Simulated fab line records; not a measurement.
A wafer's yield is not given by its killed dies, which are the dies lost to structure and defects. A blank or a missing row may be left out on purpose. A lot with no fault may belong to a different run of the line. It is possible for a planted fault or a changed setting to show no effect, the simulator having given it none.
Which tool was responsible?    flow sky130    18 wafers from 6 lots sampled at 4 of the route's 708 steps

WHAT THE GAUGES SHOWED, per wafer
SKY_VT_ADJUST_HVTR_CD_MEAS_07: the cd target is 380 nm.
lot   measured      on         cd nm (nm)
L156  day 10 07:37  cd sem-01  384.1 384.1 383.2
L159  day 11 01:24  cd sem-02  380.4 380.4 381.9
L162  day 12 17:38  cd sem-02  381.2 381.1 379.5
L168  day 14 02:09  cd sem-01  377.9 377.4 377.2
L170  day 14 12:49  cd sem-02  388.5 389.1 389.4
L177  day 16 22:24  cd sem-01  380.9 379.1 380.9

WHAT TOOL EACH LOT RAN ON (gives the tool, then ch and the chambers of the sampled wafers, and finally the start)
lot   SKY_FIELD_ISO_ETCH_14              SKY_PWDE_STRIP_09                    SKY_VT_ADJUST_HVTR_DEVELOP_06
L156  rie diel-04 ch 1,2,3, day 2 15:55  plasma asher-04 ch 0,1, day 4 12:22  litho track-03 ch 0, day 10 07:28
L159  rie diel-03 ch 0,1,2, day 3 08:11  plasma asher-04 ch 0,1, day 5 01:41  litho track-02 ch 0, day 11 01:15
L162  rie diel-02 ch 0,2,3, day 3 23:26  plasma asher-03 ch 0,1, day 6 06:07  litho track-01 ch 0, day 12 17:29
L168  rie diel-03 ch 0,3, day 5 09:47    plasma asher-01 ch 0,1, day 7 08:46  litho track-02 ch 0, day 14 02:00
L170  rie diel-03 ch 0,1,2, day 5 18:56  plasma asher-04 ch 1, day 7 18:08    litho track-01 ch 0, day 14 12:40
L177  rie diel-02 ch 1,3, day 7 07:17    plasma asher-03 ch 0, day 9 13:26    litho track-02 ch 0, day 16 22:15
- SKY_FIELD_ISO_ETCH_14: etches BARC in N2/H2, stops on SiO2, time 45.9 s, target depth 60 nm.
- SKY_PWDE_STRIP_09: strips in O2/N2.
- SKY_VT_ADJUST_HVTR_DEVELOP_06: develop time 60 s.

THE ANSWER, worked out from the rows above alone
Rule: the lots themselves supply what counts as usual. The widest of any qualifying gaps counts: lots, ordered by their means at a reading, are off when they make up no more than a third of the lots, leave a main group of 4 or more, and stand apart from it by 3 or more times the standard deviation of that group's means. A main group whose means are all the same, to the digits that the tables above print for the reading, isn't used. Also off: a lot with no number at a reading for which 4 or more lots have one. Where the step has rows for the other lots, those lots are counted as sound.
None of the lots is off at any reading shown; this tells nothing.

WHAT WAS PUT IN BY THE SIMULATOR
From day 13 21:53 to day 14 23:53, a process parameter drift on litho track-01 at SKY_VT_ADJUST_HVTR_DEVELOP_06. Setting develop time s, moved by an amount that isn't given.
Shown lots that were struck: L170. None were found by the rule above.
